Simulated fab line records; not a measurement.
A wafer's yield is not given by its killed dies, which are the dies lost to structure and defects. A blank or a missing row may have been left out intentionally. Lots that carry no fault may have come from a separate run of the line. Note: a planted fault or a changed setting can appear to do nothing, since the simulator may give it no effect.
fab line records ; flow sky130
[record] lots = 6; wafers = 18; last_day = 50
route steps=708 shown METAL4@602 CAP2M@603 PAD_OPEN@708
lots with no fault: from the same line, run without faults
start_h: the number of hours between the record's first day and the start of the first shown wafer of the lot ; wait_h: how many hours have passed since the lot's step before this one ; " identical to the entry in the row above ; L1.1+2: one row covering several wafers at once ; - no value, or no start given ; * or withheld: withheld ; < > ~ a bound
route shown NAME@n: NAME is a module with steps in the file, n the number in the route of the first one ; usual: mean/standard deviation of fault-free wafers ; same: alike in all rows ; chamber/n: place in a boat ; sites: each site's reading ; _std_site: the values' standard deviation ; _edge_site: the outer-site mean with the inner-site mean subtracted ; radius_mm: for every site, how far away it sits from the centre of the wafer ; mask NAME#n: copy n ; behind: the last tool/chamber to shape the wafer ; hold: why the lot was held/for how many hours/how that ended ; device: the n, p or np transistor that did not switch ; end of line: the same wafers' tests at the end of the route ; a step given without rows: its recipe and nothing more ; killed: not the wafer's yield, but the dies lost to structure and defects at the first sort ; map: per-die view of a wafer (x killed, . not killed, _ where there is no die)
set.NAME: the run value of the setting; set.NAME@STEP: its run value at that earlier step ; model.NAME: the simulator's own value behind a step, which no gauge read
lots seen at some steps along the route; tables by step, rows by wafer
services: from which hour (start_h, from the record's first day; less than 0 if before it) a tool's chamber was out of use, for how many hours, and why
[[steps]]
[step SKY_METAL4_SPUTTER_04]
[recipe] material = TiN; target_thk_nm = 70; power_w = 6500; time_s = 58.3; chamber_pressure_pa = 0.4
[usual] throttle_valve_pct = 30.1/0.82
lot.wafer;tool;chamber;start_h;wait_h;throttle_valve_pct
L441.3;pvd_sputter-02;-;938.50;0.0;30.6
L441.4;pvd_sputter-02;-;938.50;0.0;31.4
L441.6;pvd_sputter-02;-;938.50;0.0;30.8
L449.3;pvd_sputter-01;-;1011.27;0.0;30.5
L449.4;pvd_sputter-01;-;1011.27;0.0;30.8
L449.6;pvd_sputter-01;-;1011.27;0.0;29.5
L450.1;pvd_sputter-03;-;1012.95;0.0;29.9
L450.3;pvd_sputter-03;-;1012.95;0.0;29.6
L450.5;pvd_sputter-03;-;1012.95;0.0;29.7
L462.1;pvd_sputter-01;-;1084.03;0.0;30.3
L462.2;pvd_sputter-01;-;1084.03;0.0;31.4
L462.6;pvd_sputter-01;-;1084.03;0.0;30.3
L461.1;pvd_sputter-02;-;1084.46;0.0;28.7
L461.2;pvd_sputter-02;-;1084.46;0.0;30.3
L461.6;pvd_sputter-02;-;1084.46;0.0;30.3
L463.1;pvd_sputter-03;-;1085.98;0.0;29.4
L463.5;pvd_sputter-03;-;1085.98;0.0;29.7
L463.6;pvd_sputter-03;-;1085.98;0.0;29.4
[step SKY_CAP2M_CVD_00]
[recipe] material = SiO2; target_thk_nm = 15.5; temp_c = 400; time_s = withheld; rf_w = 450
[usual] heater_power_w = 677/82
lot.wafer;tool;chamber;start_h;wait_h;heater_power_w
L441.3;pecvd-04;0;938.55;0.0;636
L441.4;pecvd-04;0;938.55;0.0;636
L441.6;pecvd-04;1;938.55;0.0;691
L449.3;pecvd-02;1;1011.31;0.0;582
L449.4;pecvd-02;1;1011.31;0.0;560
L449.6;pecvd-02;0;1011.31;0.0;734
L450.1;pecvd-04;1;1013.00;0.0;599
L450.3;pecvd-04;0;1013.00;0.0;586
L450.5;pecvd-04;0;1013.00;0.0;591
L462.1;pecvd-03;2;1084.08;0.0;634
L462.2;pecvd-03;0;1084.08;0.0;574
L462.6;pecvd-03;2;1084.08;0.0;646
L461.1;pecvd-04;0;1084.51;0.0;621
L461.2;pecvd-04;1;1084.51;0.0;726
L461.6;pecvd-04;1;1084.51;0.0;715
L463.1;pecvd-02;1;1086.03;0.0;658
L463.5;pecvd-02;2;1086.03;0.0;721
L463.6;pecvd-02;0;1086.03;0.0;749
[step SKY_CAP2M_THK_MEAS_01]
[recipe] reads = SiO2_of_CAP2M_CVD_00
[usual] CAP2M_CVD_00_THK = 15.43/0.22
lot.wafer;tool;chamber;start_h;wait_h;CAP2M_CVD_00_THK[nm]
L441.3;film_metro-01;-;938.59;-;15.40
L441.4;film_metro-01;-;938.59;-;15.44
L441.6;film_metro-01;-;938.59;-;15.70
L449.3;film_metro-02;-;1011.36;-;15.43
L449.4;film_metro-02;-;1011.36;-;15.38
L449.6;film_metro-02;-;1011.36;-;15.37
L450.1;film_metro-04;-;1013.02;-;15.01
L450.3;film_metro-04;-;1013.02;-;14.97
L450.5;film_metro-04;-;1013.02;-;15.34
L462.1;film_metro-01;-;1084.12;-;15.47
L462.2;film_metro-01;-;1084.12;-;15.50
L462.6;film_metro-01;-;1084.12;-;15.54
L461.1;film_metro-01;-;1084.53;-;15.45
L461.2;film_metro-01;-;1084.53;-;15.50
L461.6;film_metro-01;-;1084.53;-;15.80
L463.1;film_metro-04;-;1086.06;-;14.92
L463.5;film_metro-04;-;1086.06;-;15.33
L463.6;film_metro-04;-;1086.06;-;15.53
[step SKY_CAP2M_SPUTTER_02]
[recipe] material = TiN; target_thk_nm = 200; temp_c = 300; power_w = 6500; time_s = 166.7; chamber_pressure_pa = 0.4
[usual] throttle_valve_pct = 29.9/0.87
lot.wafer;tool;chamber;start_h;wait_h;throttle_valve_pct
L441.3;pvd_sputter-04;-;938.63;0.0;30.9
L441.4;pvd_sputter-04;-;938.63;0.0;29.0
L441.6;pvd_sputter-04;-;938.63;0.0;28.7
L449.3;pvd_sputter-04;-;1011.40;0.0;28.8
L449.4;pvd_sputter-04;-;1011.40;0.0;30.7
L449.6;pvd_sputter-04;-;1011.40;0.0;29.1
L450.1;pvd_sputter-04;-;1013.08;0.1;29.1
L450.3;pvd_sputter-04;-;1013.08;0.1;30.8
L450.5;pvd_sputter-04;-;1013.08;0.1;30.3
L462.1;pvd_sputter-04;-;1084.18;0.1;29.2
L462.2;pvd_sputter-04;-;1084.18;0.1;29.2
L462.6;pvd_sputter-04;-;1084.18;0.1;28.7
L461.1;pvd_sputter-04;-;1084.59;0.1;29.2
L461.2;pvd_sputter-04;-;1084.59;0.1;30.4
L461.6;pvd_sputter-04;-;1084.59;0.1;29.1
L463.1;pvd_sputter-02;-;1086.12;0.1;31.1
L463.5;pvd_sputter-02;-;1086.12;0.1;28.5
L463.6;pvd_sputter-02;-;1086.12;0.1;31.0
[step SKY_CAP2M_RS_MEAS_03]
[recipe] thk_meas_gauge = four-point-probe; reads = TiN_of_CAP2M_SPUTTER_02
[usual] CAP2M_TIN_RS = 6.94/0.095
lot.wafer;tool;chamber;start_h;wait_h;CAP2M_TIN_RS[ohm/sq]
L441.3;film_metro-04;-;938.78;0.1;6.79
L441.4;film_metro-04;-;938.78;0.1;6.77
L441.6;film_metro-04;-;938.78;0.1;6.88
L449.3;film_metro-01;-;1011.55;0.1;6.97
L449.4;film_metro-01;-;1011.55;0.1;6.84
L449.6;film_metro-01;-;1011.55;0.1;7.01
L450.1;film_metro-01;-;1013.19;0.1;7.02
L450.3;film_metro-01;-;1013.19;0.1;6.83
L450.5;film_metro-01;-;1013.19;0.1;6.98
L462.1;film_metro-04;-;1084.29;0.1;6.91
L462.2;film_metro-04;-;1084.29;0.1;6.97
L462.6;film_metro-04;-;1084.29;0.1;6.90
L461.1;film_metro-02;-;1084.70;0.1;6.94
L461.2;film_metro-02;-;1084.70;0.1;7.03
L461.6;film_metro-02;-;1084.70;0.1;6.90
L463.1;film_metro-01;-;1086.22;0.1;6.91
L463.5;film_metro-01;-;1086.22;0.1;6.99
L463.6;film_metro-01;-;1086.22;0.1;6.85
[step SKY_CAP2M_THK_MEAS_04]
[recipe] thk_meas_gauge = xrf; reads = TiN_of_CAP2M_SPUTTER_02
[usual] CAP2M_TIN_THK = 196.0/2.8
lot.wafer;tool;chamber;start_h;wait_h;CAP2M_TIN_THK[nm]
L441.3;film_metro-04;-;938.88;0.1;199.9
L441.4;film_metro-04;-;938.88;0.1;200.8
L441.6;film_metro-04;-;938.88;0.1;196.4
L449.3;film_metro-01;-;1011.65;0.1;193.7
L449.4;film_metro-01;-;1011.65;0.1;197.8
L449.6;film_metro-01;-;1011.65;0.1;193.2
L450.1;film_metro-01;-;1013.31;0.1;192.0
L450.3;film_metro-01;-;1013.31;0.1;197.4
L450.5;film_metro-01;-;1013.31;0.1;194.2
L462.1;film_metro-04;-;1084.41;0.1;197.2
L462.2;film_metro-04;-;1084.41;0.1;196.2
L462.6;film_metro-04;-;1084.41;0.1;198.1
L461.1;film_metro-02;-;1084.82;0.1;196.3
L461.2;film_metro-02;-;1084.82;0.1;193.5
L461.6;film_metro-02;-;1084.82;0.1;196.3
L463.1;film_metro-01;-;1086.34;0.1;196.2
L463.5;film_metro-01;-;1086.34;0.1;194.4
L463.6;film_metro-01;-;1086.34;0.1;198.4
[step SKY_CAP2M_DEHYDRATE_05]
[recipe] temp_c = 200; time_s = 60
[step SKY_CAP2M_HMDS_06]
[recipe] prime_time_s = 60; prime_temp_c = 120
[step SKY_CAP2M_COAT_07]
[recipe] resist = NOVOLAK; spin_rpm = 3024; resist_thk_nm = 1140
[step SKY_CAP2M_SOFTBAKE_08]
[recipe] temp_c = 90; time_s = 60; resist = NOVOLAK
[step SKY_CAP2M_EXPOSE_09]
[recipe] mask_id = CAP2M; na = 0.6; source_shape = conventional; sigma_outer = 0.6; polarization = unpolarized; target_cd_nm = 1000; dose_mj = 159
[step SKY_CAP2M_PEB_10]
[recipe] temp_c = withheld; time_s = *; resist = NOVOLAK
[step SKY_CAP2M_DEVELOP_11]
[recipe] resist = NOVOLAK; developer = TMAH; develop_time_s = 60; dev_temp_c = 23
[usual] developer_temp_C = 23.00/0.12
lot.wafer;tool;chamber;start_h;wait_h;developer_temp_C
L441.3;litho_track-04;0;962.62;0.1;23.08
L441.4;litho_track-04;0;962.62;0.1;23.18
L441.6;litho_track-04;0;962.62;0.1;23.11
L449.3;litho_track-04;0;1033.77;0.1;22.96
L449.4;litho_track-04;0;1033.77;0.1;22.77
L449.6;litho_track-04;0;1033.77;0.1;22.93
L450.1;litho_track-04;0;1035.62;0.1;23.00
L450.3;litho_track-04;0;1035.62;0.1;23.00
L450.5;litho_track-04;0;1035.62;0.1;23.05
L462.1;litho_track-04;0;1104.17;0.1;25.39
L462.2;litho_track-04;0;1104.17;0.1;25.41
L462.6;litho_track-04;0;1104.17;0.1;25.39
L461.1;litho_track-04;0;1104.47;0.1;25.40
L461.2;litho_track-04;0;1104.47;0.1;25.26
L461.6;litho_track-04;0;1104.47;0.1;25.25
L463.1;litho_track-03;0;1105.55;0.1;23.07
L463.5;litho_track-03;0;1105.55;0.1;23.15
L463.6;litho_track-03;0;1105.55;0.1;23.04
[step SKY_CAP2M_OVL_MEAS_12]
[usual] CAP2M_OVL = 0.8/1.3
lot.wafer;tool;chamber;start_h;wait_h;CAP2M_OVL[nm]
L441.3;overlay-02;-;962.73;0.1;-0.1
L441.4;overlay-02;-;962.73;0.1;0.3
L441.6;overlay-02;-;962.73;0.1;1.6
L449.3;overlay-02;-;1033.88;0.1;1.1
L449.4;overlay-02;-;1033.88;0.1;2.1
L449.6;overlay-02;-;1033.88;0.1;2.4
L450.1;overlay-02;-;1035.77;0.1;1.0
L450.3;overlay-02;-;1035.77;0.1;-2.0
L450.5;overlay-02;-;1035.77;0.1;-2.8
L462.1;overlay-01;-;1104.32;0.1;1.9
L462.2;overlay-01;-;1104.32;0.1;1.0
L462.6;overlay-01;-;1104.32;0.1;2.0
L461.1;overlay-02;-;1104.62;0.1;1.3
L461.2;overlay-02;-;1104.62;0.1;-0.9
L461.6;overlay-02;-;1104.62;0.1;0.4
L463.1;overlay-02;-;1105.70;0.1;0.9
L463.5;overlay-02;-;1105.70;0.1;2.4
L463.6;overlay-02;-;1105.70;0.1;3.2
[step SKY_CAP2M_METAL_ETCH_13]
[recipe] target_depth_nm = 220; stop_on = SiO2; chemistry = Cl2/BCl3; target = TiN; pressure_mtorr = 10; icp_w = 900; bias_w = 48.5; Cl2_flow_sccm = 60; bcl3_flow_sccm = 30; time_s = 62.9
[usual] drypump_motor_current_A = 6.0/0.47; oes_product_au = 0.940/0.0088; throttle_valve_pct = 21.903/0.011
lot.wafer;tool;chamber;start_h;wait_h;drypump_motor_current_A;oes_product_au;rf_hours_counter_h;throttle_valve_pct;model.CAP2M.cd_nm
L441.3;rie_metal-01;1;962.78;0.0;5.3;0.954;-;21.916;994.1
L441.4;rie_metal-01;0;962.78;0.0;6.8;0.953;-;21.898;994.8
L441.6;rie_metal-01;1;962.78;0.0;5.3;0.936;-;21.905;993.2
L449.3;rie_metal-04;0;1033.93;0.0;6.1;0.938;-;21.905;999.4
L449.4;rie_metal-04;1;1033.93;0.0;6.2;0.942;-;21.894;999.1
L449.6;rie_metal-04;1;1033.93;0.0;6.2;0.934;-;21.898;997.1
L450.1;rie_metal-04;0;1035.81;0.0;6.1;0.938;9;21.914;1002
L450.3;rie_metal-04;0;1035.81;0.0;6.1;0.949;-;21.895;999.9
L450.5;rie_metal-04;1;1035.81;0.0;6.2;0.937;-;21.908;998.7
L462.1;rie_metal-04;0;1104.36;0.0;6.1;0.942;13;21.909;1008
L462.2;rie_metal-04;1;1104.36;0.0;6.2;0.939;21;21.922;1010
L462.6;rie_metal-04;0;1104.36;0.0;6.1;0.942;-;21.909;1011
L461.1;rie_metal-04;1;1104.66;0.0;6.3;0.939;21;21.897;1003
L461.2;rie_metal-04;0;1104.66;0.0;6.1;0.942;13;21.899;1004
L461.6;rie_metal-04;1;1104.66;0.0;6.3;0.946;-;21.906;1001
L463.1;rie_metal-02;0;1105.74;0.0;6.1;0.946;4;21.910;1003
L463.5;rie_metal-02;0;1105.74;0.0;6.2;0.932;-;21.907;1003
L463.6;rie_metal-02;1;1105.74;0.0;5.4;0.944;-;21.895;1001
[step SKY_CAP2M_STRIP_14]
[recipe] chemistry = O2/N2; power_w = 1400; pressure_mtorr = 1500; platen_temp_c = withheld; o2_flow_sccm = 3000; n2_flow_sccm = 300; overash_fraction = 0.5
[usual] drypump_motor_current_A = 5.8/0.32; oes_product_au = 0.711/0.0046; strip_time_to_endpoint_s = 12.58/0.05
lot.wafer;tool;chamber;start_h;wait_h;drypump_motor_current_A;oes_product_au;rf_hours_counter_h;strip_time_to_endpoint_s
L441.3;plasma_asher-03;1;962.87;0.1;5.7;0.715;-;12.56
L441.4;plasma_asher-03;0;962.87;0.1;5.2;0.717;-;12.62
L441.6;plasma_asher-03;0;962.87;0.1;5.1;0.711;-;12.55
L449.3;plasma_asher-04;0;1034.02;0.1;6.2;0.705;-;12.65
L449.4;plasma_asher-04;1;1034.02;0.1;5.8;0.712;-;12.56
L449.6;plasma_asher-04;0;1034.02;0.1;6.2;0.712;-;12.59
L450.1;plasma_asher-04;1;1035.88;0.1;5.8;0.711;124;12.60
L450.3;plasma_asher-04;1;1035.88;0.1;5.8;0.719;-;12.56
L450.5;plasma_asher-04;0;1035.88;0.1;6.2;0.709;-;12.55
L462.1;plasma_asher-03;1;1104.43;0.1;5.7;0.714;36;12.55
L462.2;plasma_asher-03;0;1104.43;0.1;5.1;0.710;36;12.59
L462.6;plasma_asher-03;1;1104.43;0.1;5.7;0.718;-;12.60
L461.1;plasma_asher-04;1;1104.73;0.1;5.8;0.718;4;12.56
L461.2;plasma_asher-04;0;1104.73;0.1;6.2;0.726;4;12.59
L461.6;plasma_asher-04;0;1104.73;0.1;6.2;0.708;-;12.56
L463.1;plasma_asher-04;1;1105.82;0.1;5.8;0.716;4;12.61
L463.5;plasma_asher-04;1;1105.82;0.1;5.8;0.711;-;12.65
L463.6;plasma_asher-04;0;1105.82;0.1;6.2;0.712;-;12.63
[step SKY_PAD_OPEN_PROBE_99]
[usual] defect_limited_yield = 82.4/2; killed_at_M0_to_M3 = 43/7; killed_at_M4_up = 3.3/1.8; killed_at_contacts = 24/6.2; killed_at_front_end = 16/4.7; killed_at_other = 0.4/0.58; killed_dies = 87/10; killed_open = 47/6.4; killed_short = 39/7; sort_bin_3_pad_short = 0.9/0.35; sort_bin_5_function = 10.3/1.5; sort_bin_6_memory = 6.4/1.2; sort_n_pass = 406/9.9; sort_yield_pct = 82.5/2
[same] gross_dies = 492; killed_at_back_side = 0; sort_bin_4_leakage[%] = 0; sort_bin_8_speed[%] = 0
lot.wafer;tool;chamber;start_h;wait_h;defect_limited_yield[%];killed_at_M0_to_M3;killed_at_M4_up;killed_at_contacts;killed_at_front_end;killed_at_other;killed_dies;killed_open;killed_short;sort_bin_3_pad_short[%];sort_bin_5_function[%];sort_bin_6_memory[%];sort_n_pass;sort_yield_pct[%]
L441.3;prober-02;-;1082.36;0.2;83.3;35;3;26;18;0;82;44;37;0.4;8.7;7.5;410;83.3
L441.4;prober-02;-;1082.41;0.2;84.1;42;2;20;14;0;78;40;37;1.0;9.3;5.5;414;84.1
L441.6;prober-02;-;1082.51;0.2;82.5;40;3;22;21;0;86;50;36;0.8;9.1;7.5;406;82.5
L449.3;prober-02;-;1145.39;0.2;80.9;50;2;28;14;0;94;56;38;1.2;12.6;5.3;398;80.9
L449.4;prober-02;-;1145.44;0.2;82.3;48;0;27;11;1;87;49;37;0.4;10.6;6.7;405;82.3
L449.6;prober-02;-;1145.54;0.2;80.5;53;5;22;16;0;96;52;44;0.6;11.8;7.1;396;80.5
L450.1;prober-01;-;1147.29;0.1;78.7;45;6;36;17;1;105;59;45;1.0;14.2;6.1;387;78.7
L450.3;prober-01;-;1147.39;0.2;83.9;38;3;27;11;0;79;43;35;0.8;9.6;5.7;413;83.9
L450.5;prober-01;-;1147.49;0.2;82.9;47;3;22;12;0;84;44;40;0.8;8.3;7.9;408;82.9
L462.1;prober-02;-;1201.74;0.1;83.3;45;4;20;13;0;82;47;35;0.2;8.3;8.1;410;83.3
L462.2;prober-02;-;1201.79;0.1;80.3;50;2;27;18;0;97;54;43;1.2;10.2;8.3;395;80.3
L462.6;prober-02;-;1201.99;0.2;82.1;50;1;22;15;0;88;52;36;0.6;10.8;6.5;404;82.1
L461.1;prober-01;-;1202.37;0.1;86.2;30;2;25;10;1;68;31;37;0.6;7.3;5.9;424;86.2
L461.2;prober-01;-;1202.42;0.1;85.4;35;3;18;16;0;72;39;33;0.4;8.1;6.1;420;85.4
L461.6;prober-01;-;1202.62;0.2;81.9;51;3;27;7;1;89;43;46;0.6;10.8;6.7;403;81.9
// killed by level:class
L441.3 LI_CONTACT:geometric_particle:open=7 CONTACT:geometric_particle:open=7 VIA2:geometric_particle:open=7 METAL1:geometric_particle:short=6 CONTACT:geometric_particle:short=6 VIA1:geometric_particle:open=6 FIELD_ISO:geometric_particle:open=5 VIA3:geometric_particle:open=5
L441.4 CONTACT:geometric_particle:open=9 METAL2:geometric_particle:short=9 VIA1:geometric_particle:short=7 VIA1:geometric_particle:open=7 VIA2:geometric_particle:open=7 LI_CONTACT:geometric_particle:open=5 VIA3:geometric_particle:short=5 FIELD_ISO:geometric_particle:open=4
L441.6 VIA1:geometric_particle:open=9 METAL2:geometric_particle:short=8 CONTACT:geometric_particle:open=8 FIELD_ISO:geometric_particle:open=7 VIA2:geometric_particle:open=7 LI_CONTACT:geometric_particle:open=6 POLY_GATE:geometric_particle:short=4 VIA3:geometric_particle:open=4
L449.3 VIA1:geometric_particle:open=15 CONTACT:geometric_particle:open=11 LI_CONTACT:geometric_particle:open=7 VIA2:geometric_particle:open=7 LOCAL_INTERCONNECT:geometric_particle:short=6 METAL2:geometric_particle:short=6 METAL1:geometric_particle:short=5 VIA1:geometric_particle:short=5
L449.4 LI_CONTACT:geometric_particle:open=12 VIA1:geometric_particle:open=12 CONTACT:geometric_particle:open=6 METAL1:geometric_particle:short=6 VIA2:geometric_particle:short=6 METAL2:geometric_particle:short=5 VIA1:geometric_particle:short=4 VIA2:geometric_particle:open=4
L449.6 VIA1:geometric_particle:open=13 VIA3:geometric_particle:open=8 CONTACT:geometric_particle:open=7 VIA1:geometric_particle:short=7 VIA2:geometric_particle:open=6 LOCAL_INTERCONNECT:geometric_particle:short=6 LI_CONTACT:geometric_particle:open=5 METAL2:geometric_particle:short=5
L450.1 LI_CONTACT:geometric_particle:open=11 CONTACT:geometric_particle:open=10 VIA2:geometric_particle:open=8 VIA3:geometric_particle:open=8 METAL2:geometric_particle:short=7 VIA1:geometric_particle:open=7 VIA3:geometric_particle:short=7 POLY_GATE:geometric_particle:short=5
L450.3 VIA1:geometric_particle:open=11 LI_CONTACT:geometric_particle:open=9 CONTACT:geometric_particle:open=9 LOCAL_INTERCONNECT:geometric_particle:short=5 METAL1:geometric_particle:short=5 VIA1:geometric_particle:short=5 VIA3:geometric_particle:short=5 POLY_GATE:geometric_particle:open=4
L450.5 METAL2:geometric_particle:short=10 VIA1:geometric_particle:open=10 LI_CONTACT:geometric_particle:open=9 VIA2:geometric_particle:open=7 VIA3:geometric_particle:open=6 CONTACT:geometric_particle:open=5 FIELD_ISO:geometric_particle:short=4 CONTACT:geometric_particle:short=4
L462.1 VIA3:geometric_particle:open=9 VIA1:geometric_particle:short=8 VIA1:geometric_particle:open=8 CONTACT:geometric_particle:open=7 FIELD_ISO:geometric_particle:open=5 LOCAL_INTERCONNECT:geometric_particle:short=5 VIA2:geometric_particle:open=5 LI_CONTACT:geometric_particle:open=4
L462.2 VIA1:geometric_particle:open=15 LI_CONTACT:geometric_particle:open=9 CONTACT:geometric_particle:open=7 METAL2:geometric_particle:short=6 LOCAL_INTERCONNECT:geometric_particle:short=6 VIA1:geometric_particle:short=6 VIA3:geometric_particle:open=6 VIA2:geometric_particle:open=5
L462.6 VIA1:geometric_particle:open=11 LI_CONTACT:geometric_particle:open=8 CONTACT:geometric_particle:open=8 VIA2:geometric_particle:open=7 VIA1:geometric_particle:short=6 METAL2:geometric_particle:short=6 VIA3:geometric_particle:open=6 METAL1:geometric_particle:short=4
L461.1 CONTACT:geometric_particle:open=10 VIA1:geometric_particle:open=8 METAL1:geometric_particle:short=6 VIA1:geometric_particle:short=6 LI_CONTACT:geometric_particle:open=4 LI_CONTACT:geometric_particle:short=4 CONTACT:geometric_particle:short=4 METAL3:geometric_particle:short=3
L461.2 LOCAL_INTERCONNECT:geometric_particle:short=6 CONTACT:geometric_particle:open=6 VIA2:geometric_particle:open=6 VIA3:geometric_particle:open=6 FIELD_ISO:geometric_particle:short=5 VIA1:geometric_particle:open=5 VIA1:geometric_particle:short=5 POLY_GATE:geometric_particle:open=4
L461.6 CONTACT:geometric_particle:open=13 VIA1:geometric_particle:open=9 METAL1:geometric_particle:short=8 VIA2:geometric_particle:short=8 VIA3:geometric_particle:open=7 CONTACT:geometric_particle:short=6 VIA1:geometric_particle:short=5 LI_CONTACT:geometric_particle:open=4
[[services]]
tool;chamber;start_h;hours;kind
pvd_sputter-03;-;924.89;2.9;repair
pvd_sputter-01;-;954.81;4.3;repair
pvd_sputter-04;0;961.27;-;consumable_replace:kit
pvd_sputter-04;0;961.27;18.0;scheduled_down
pvd_sputter-04;0;961.27;18.0;vent_cycle
pecvd-03;2;974.31;60.7;repair
rie_metal-04;1;988.97;15.5;repair
pecvd-02;2;992.45;4.6;repair
plasma_asher-04;-;1007.79;15.6;pm
rie_metal-02;-;1010.42;26.5;repair
plasma_asher-03;-;1020.87;14.6;pm
pecvd-03;-;1046.62;2.8;pm
rie_metal-04;-;1048.09;2.8;pm
pvd_sputter-04;-;1048.40;6.9;repair
plasma_asher-04;-;1055.25;9.0;pm
plasma_asher-04;0;1055.25;9.0;vent_cycle
plasma_asher-04;1;1055.25;9.0;vent_cycle
plasma_asher-04;0;1064.25;-;clean
plasma_asher-04;1;1064.25;-;clean
pvd_sputter-02;-;1064.26;5.3;repair
rie_metal-04;-;1064.56;0.1;repair
rie_metal-04;0;1076.83;11.8;repair
pvd_sputter-01;-;1093.31;1.3;repair
plasma_asher-03;-;1101.11;2.6;repair
[[key]]
[first_sign] step = SKY_CAP2M_DEVELOP_11; reading = developer_temp_C; direction = up; sigmas = 20; usual = *; struck = *
effect none on later readings
[model_effect] step = SKY_CAP2M_METAL_ETCH_13; value = CAP2M.cd_nm; without = 998; struck = 1005
met_at SKY_CAP2M_DEVELOP_11
struck_wafers L461.1,L461.2,L461.6,L462.1,L462.2,L462.6
onset_between 1035.62 1104.17
[fault] kind = process_parameter_drift; tool = litho_track-04; chamber = -; onset_h = 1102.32; steps = SKY_CAP2M_DEVELOP_11; channel = dev_temp_c; offset = *; shape = step; end_h = 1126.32; acts_in = *; stated = *
